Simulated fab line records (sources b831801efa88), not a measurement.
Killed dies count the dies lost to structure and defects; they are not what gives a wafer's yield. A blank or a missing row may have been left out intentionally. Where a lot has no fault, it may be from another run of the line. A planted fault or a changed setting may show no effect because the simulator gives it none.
Which of the tools did it? + flow sky130 + Sampling: 9 lots, 27 wafers, 4 of 708 route steps

## WHAT EACH GAUGE READ, for each wafer
SKY_METAL5_RS_MEAS_05: a four-point-probe measurement. Usual: METAL5_ALCU_RS 0.0271 ohm/sq, standard deviation 0.00034.
| lot  | measured     | on            | METAL5_ALCU_RS (ohm/sq) | flag |
|------|--------------|---------------|-------------------------|------|
| L246 | day 43 11:40 | film metro-01 | 0.0274 0.0277 0.0273    |      |
| L247 | day 44 00:49 | film metro-01 | 0.0274 0.0274 0.0265    |      |
| L248 | day 44 05:09 | film metro-03 | 0.0274 0.0272 0.0266    |      |
| L249 | day 44 07:19 | film metro-03 | 0.0272 0.0269 0.0269    |      |
| L253 | day 45 12:44 | film metro-04 | 0.0278 0.0270 0.0276    |      |
| L255 | day 46 01:26 | film metro-01 | 0.0270 0.0278 0.0271    |      |
| L259 | day 46 18:35 | film metro-04 | 0.0271 0.0272 0.0268    |      |
| L260 | day 46 23:07 | film metro-03 | 0.0272 0.0272 0.0274    |      |
| L263 | day 47 18:47 | film metro-04 | 0.0266 0.0239 0.0240    | OFF  |

SKY_METAL5_THK_MEAS_06: measures by xrf. Usual: METAL5_ALCU_THK 1154 nm, standard deviation 20.
| lot  | measured     | on            | METAL5_ALCU_THK (nm) | flag |
|------|--------------|---------------|----------------------|------|
| L246 | day 43 11:47 | film metro-01 | 1137 1117 1135       |      |
| L247 | day 44 00:56 | film metro-01 | 1129 1135 1167       |      |
| L248 | day 44 05:16 | film metro-03 | 1142 1154 1174       |      |
| L249 | day 44 07:25 | film metro-03 | 1155 1166 1171       |      |
| L253 | day 45 12:50 | film metro-04 | 1132 1170 1136       |      |
| L255 | day 46 01:33 | film metro-01 | 1139 1106 1130       |      |
| L259 | day 46 18:41 | film metro-04 | 1173 1167 1181       |      |
| L260 | day 46 23:14 | film metro-03 | 1159 1160 1142       |      |
| L263 | day 47 18:54 | film metro-04 | 1194 1324 1321       | OFF  |

## EACH LOT AND THE TOOL THAT RAN IT (in order: tool; ch and the chambers of the sampled wafers; start)
| lot  | SKY_METAL5_SPUTTER_02        | SKY_METAL5_SPUTTER_03        |
|------|------------------------------|------------------------------|
| L246 | pvd sputter-04, day 43 11:32 | pvd sputter-04, day 43 11:35 |
| L247 | pvd sputter-02, day 44 00:41 | pvd sputter-02, day 44 00:44 |
| L248 | pvd sputter-01, day 44 05:02 | pvd sputter-01, day 44 05:05 |
| L249 | pvd sputter-01, day 44 07:11 | pvd sputter-01, day 44 07:14 |
| L253 | pvd sputter-01, day 45 12:35 | pvd sputter-01, day 45 12:38 |
| L255 | pvd sputter-04, day 46 01:19 | pvd sputter-04, day 46 01:22 |
| L259 | pvd sputter-01, day 46 18:25 | pvd sputter-01, day 46 18:28 |
| L260 | pvd sputter-04, day 46 22:59 | pvd sputter-04, day 46 23:02 |
| L263 | pvd sputter-01, day 47 18:39 | pvd sputter-01, day 47 18:42 |
- SKY_METAL5_SPUTTER_02: material AlCu, target thk 1150 nm, time 61.2 s.
- SKY_METAL5_SPUTTER_03: material Ti, target thk 5 nm, time 3.3 s.

## AS READ BY THE TOOLS THEMSELVES (means over the sampled wafers that have a number; for cases with no such wafer, the mark the record gives instead)
SKY_METAL5_SPUTTER_02. Usual: throttle valve pct 30.3 %, standard deviation 1.1.
| lot  | tool           | throttle valve pct (%) | flag |
|------|----------------|------------------------|------|
| L246 | pvd sputter-04 | 30.2                   |      |
| L247 | pvd sputter-02 | 29.2                   |      |
| L248 | pvd sputter-01 | 31.7                   |      |
| L249 | pvd sputter-01 | 30.8                   |      |
| L253 | pvd sputter-01 | 31.5                   |      |
| L255 | pvd sputter-04 | 29.7                   |      |
| L259 | pvd sputter-01 | 30.0                   |      |
| L260 | pvd sputter-04 | 29.8                   |      |
| L263 | pvd sputter-01 | 31.5                   |      |

SKY_METAL5_SPUTTER_03. Usual: throttle valve pct 30.3 %, standard deviation 1.1.
| lot  | tool           | throttle valve pct (%) | flag |
|------|----------------|------------------------|------|
| L246 | pvd sputter-04 | 30.1                   |      |
| L247 | pvd sputter-02 | 29.3                   |      |
| L248 | pvd sputter-01 | 31.7                   |      |
| L249 | pvd sputter-01 | 30.9                   |      |
| L253 | pvd sputter-01 | 31.8                   |      |
| L255 | pvd sputter-04 | 29.7                   |      |
| L259 | pvd sputter-01 | 29.9                   |      |
| L260 | pvd sputter-04 | 30.0                   |      |
| L263 | pvd sputter-01 | 31.7                   |      |

## THE ANSWER, worked out from the rows above alone
Rule: take the mean of a lot's wafers that have a number; if it is more than 3 standard deviations from the usual mean, the lot is off. Also off: a lot with no number at a reading for which 4 or more lots have one. All remaining lots with rows at the step are treated as sound. After the gauges, taken in route order, come the tools' own readings; for these a lot's mean is taken, as printed above. The first step at which some lot is off is used, and at that step the reading that is off furthest; a lot without a number counts as furthest.
Off: L263, seen at SKY_METAL5_RS_MEAS_05 (METAL5_ALCU_RS).
If a tool, at a process step before that reading, ran all the lots that are off and no sound lot after the first of them, it fits. Gauges at SKY_METAL5_RS_MEAS_05: tried the same way as those tools. 2 tools fit, pvd sputter-01 at SKY_METAL5_SPUTTER_02 and SKY_METAL5_SPUTTER_03 and film metro-04 at SKY_METAL5_RS_MEAS_05, so this cannot tell which one it is.

## WHAT THE SIMULATOR HAD INSERTED
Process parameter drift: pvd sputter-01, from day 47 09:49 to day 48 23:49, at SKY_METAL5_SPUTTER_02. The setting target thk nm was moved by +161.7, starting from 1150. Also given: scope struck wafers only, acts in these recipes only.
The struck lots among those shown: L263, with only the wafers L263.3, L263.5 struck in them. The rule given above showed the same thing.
